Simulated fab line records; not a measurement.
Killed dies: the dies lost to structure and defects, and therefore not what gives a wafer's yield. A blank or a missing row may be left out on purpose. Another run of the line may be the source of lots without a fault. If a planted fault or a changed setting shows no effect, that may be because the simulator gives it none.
Which of the tools did it? ; flow gf180mcu ; 13 lots with 39 wafers sampled at 6 steps, on a route of 602 steps

WHAT EACH GAUGE READ, for each wafer
GF_HV_LDD_TW_MEAS_38.
lot;measured;on;HV_LDD_3_TW
L644;day 11 14:17;film metro-04;1460 1457 1457
L645;day 11 20:27;film metro-02;1440 1429 1436
L646;day 12 01:10;film metro-04;1467 1465 1461
L647;day 12 16:51;film metro-03;1428 1429 1438
L648;day 12 22:44;film metro-04;1461 1470 1462
L649;day 13 03:07;film metro-03;1432 1430 1425
L657;day 15 20:37;film metro-02;1381 1385 1387
L658;day 16 01:52;film metro-04;1409 1418 1411
L660;day 16 16:46;film metro-02;1434 1437 1434
L661;day 16 23:37;film metro-02;1428 1433 1447
L664;day 18 02:59;film metro-02;1431 1425 1430
L665;day 18 08:04;film metro-04;1469 1470 1460
L667;day 19 05:43;film metro-02;1432 1430 1432

GF_HV_LDD_RS_MEAS_53: measures by four-point-probe.
lot;measured;on;HV_LDD_RS (ohm/sq)
L644;day 12 09:43;film metro-03;417.6 417.8 418.7
L645;day 12 16:16;film metro-03;419.2 419.3 418.8
L646;day 12 20:56;film metro-04;419.5 418.4 418.8
L647;day 13 13:00;film metro-02;416.6 417.2 417.1
L648;day 13 18:53;film metro-03;417.6 417.8 416.8
L649;day 13 23:33;film metro-02;418.6 417.8 418.5
L657;day 16 19:04;film metro-02;426.5 427.0 427.8
L658;day 16 23:50;film metro-02;426.9 426.3 426.1
L660;day 17 15:23;film metro-04;416.1 417.2 417.7
L661;day 17 22:44;film metro-02;417.6 418.0 418.9
L664;day 19 03:08;film metro-02;419.1 418.4 420.0
L665;day 19 07:35;film metro-04;416.2 417.5 417.6
L667;day 20 06:13;film metro-04;420.1 418.8 419.2

GF_M1_THK_MEAS_06: measures by xrf.
lot;measured;on;M1_ALCU_THK (nm)
L644;day 16 04:50;film metro-04;448 450 451
L645;day 16 11:24;film metro-04;452 448 452
L646;day 16 16:08;film metro-01;436 440 441
L647;day 17 10:26;film metro-01;447 450 449
L648;day 17 16:10;film metro-04;442 443 439
L649;day 17 20:25;film metro-01;444 448 444
L657;day 20 23:14;film metro-04;448 447 449
L658;day 21 05:44;film metro-04;444 450 447
L660;day 21 22:12;film metro-04;446 448 447
L661;day 22 04:45;film metro-01;443 445 452
L664;day 23 09:49;film metro-03;460 449 459
L665;day 23 14:29;film metro-03;441 448 444
L667;day 24 11:21;film metro-04;450 452 452

GF_V1_BOW_MEAS_05.
lot;measured;on;V1_BOW (um)
L644;day 17 04:04;film metro-02;62 86 79
L645;day 17 10:25;film metro-02;89 82 81
L646;day 17 15:53;film metro-01;84 77 91
L647;day 18 10:02;film metro-02;84 84 77
L648;day 18 16:43;film metro-02;73 78 76
L649;day 18 20:29;film metro-02;75 85 81
L657;day 22 00:17;film metro-01;78 88 76
L658;day 22 06:58;film metro-01;71 77 84
L660;day 22 22:52;film metro-02;80 68 80
L661;day 23 05:04;film metro-03;82 80 75
L664;day 24 09:37;film metro-02;80 75 86
L665;day 24 14:28;film metro-03;72 83 83
L667;day 25 10:05;film metro-03;88 84 77

EACH LOT AND THE TOOL THAT RAN IT (in order: tool; ch and the chambers of the sampled wafers; start)
lot;GF_HV_LDD_IMPLANT_35;GF_V1_CMP_04
L644;implanter-01 ch 0, day 11 13:53;cmp-01 ch 0,1,2, day 17 03:46
L645;implanter-01 ch 0, day 11 20:03;cmp-02 ch 2,3, day 17 10:07
L646;implanter-01 ch 0, day 12 00:46;cmp-01 ch 0,1,2, day 17 15:35
L647;implanter-01 ch 0, day 12 16:27;cmp-01 ch 1,2,3, day 18 09:48
L648;implanter-03 ch 0, day 12 22:21;cmp-01 ch 0,1,2, day 18 16:29
L649;implanter-02 ch 0, day 13 02:44;cmp-02 ch 0,1,2, day 18 20:10
L657;implanter-02 ch 0, day 15 20:13;cmp-01 ch 1,2, day 22 00:01
L658;implanter-02 ch 0, day 16 01:28;cmp-01 ch 2,3, day 22 06:40
L660;implanter-03 ch 0, day 16 16:22;cmp-02 ch 0,2,3, day 22 22:40
L661;implanter-01 ch 0, day 16 23:13;cmp-02 ch 0,1, day 23 04:46
L664;implanter-01 ch 0, day 18 02:37;cmp-01 ch 0,2,3, day 24 09:20
L665;implanter-01 ch 0, day 18 07:40;cmp-01 ch 1,3, day 24 14:09
L667;implanter-01 ch 0, day 19 05:19;cmp-02 ch 0,1,3, day 25 09:52
- GF_HV_LDD_IMPLANT_35
- GF_V1_CMP_04: polishes SiO2.

WHAT THE TOOLS THEMSELVES READ (means of the sampled wafers that have a number; where no wafer has one, the mark that the record gives instead)
GF_HV_LDD_IMPLANT_35.
lot;tool;dose ions cm2;faraday current uA
L644;implanter-01;7.507e+12;42.4
L645;implanter-01;7.500e+12;42.1
L646;implanter-01;7.505e+12;42.8
L647;implanter-01;7.503e+12;42.2
L648;implanter-03;7.506e+12;42.3
L649;implanter-02;7.494e+12;41.9
L657;implanter-02;4.498e+12;25.5
L658;implanter-02;4.497e+12;25.2
L660;implanter-03;7.505e+12;42.6
L661;implanter-01;7.506e+12;42.7
L664;implanter-01;7.495e+12;41.9
L665;implanter-01;7.497e+12;41.9
L667;implanter-01;7.497e+12;42.4

GF_V1_CMP_04.
lot;tool;motor current A (A);slurry flow ml min;time to endpoint s (s)
L644;cmp-01;12.2;150.2;83
L645;cmp-02;11.3;149.6;70
L646;cmp-01;11.7;149.9;77
L647;cmp-01;11.5;149.9;79
L648;cmp-01;11.9;150.3;80
L649;cmp-02;11.0;150.6;77
L657;cmp-01;11.6;150.0;74
L658;cmp-01;11.6;150.0;77
L660;cmp-02;11.2;150.3;78
L661;cmp-02;11.3;150.0;79
L664;cmp-01;12.2;149.9;83
L665;cmp-01;11.6;149.8;81
L667;cmp-02;11.2;150.5;84

THE ANSWER, worked out from the rows above alone
Rule: what is usual is taken from the lots themselves. Put in order of their means at a reading, lots are off if they are a third of the lots or fewer, leave a main group of 4 or more, and stand apart from it by a gap of 3 or more times the standard deviation of the main group's means; of several such gaps the widest counts. Not used: any main group whose means are identical at the precision the tables above print for the reading. A lot without any number at a reading at which 4 lots or more have one is off too. Where the step has rows for the other lots, those lots are counted as sound. Order of review: gauges by route order, followed by the tools' own readings, for which a lot's mean as printed above is used. The first step at which some lot is off is used, and at that step the reading that is off furthest; a lot without a number counts as furthest.
Off: at GF_HV_LDD_RS_MEAS_53 (HV_LDD_RS), L657, L658. The main group has a mean of 418.1 ohm/sq with a standard deviation of 0.87.
A tool fits if, at a process step before that reading, it ran every lot that is off, and no sound lot after the first of them. The gauges at GF_HV_LDD_RS_MEAS_53 aren't tried: what is off there is off at GF_HV_LDD_IMPLANT_35 too, on other tools, and a gauge's error can't cause that. One candidate fits, namely implanter-02 at GF_HV_LDD_IMPLANT_35. Its last sound lot is L649 (day 13 02:44), its first lot that is off L657 (day 15 20:13): a fault that began between those two fits.
The tool's own readings at GF_HV_LDD_IMPLANT_35 bear it out: on the lots that are off they differ by more than 5 times the standard deviation of the sound lots' means. dose ions cm2 reads 4.498e+12 there against 7.501e+12 on the sound lots; faraday current uA reads 25.4 there against 42.3 on the sound lots.

WHAT HAD BEEN PUT IN BY THE SIMULATOR
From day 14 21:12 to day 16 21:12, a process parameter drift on implanter-02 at GF_HV_LDD_IMPLANT_35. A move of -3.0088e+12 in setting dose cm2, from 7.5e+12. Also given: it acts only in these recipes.
Lots struck among those shown: L657, L658. The same result came from the rule above.
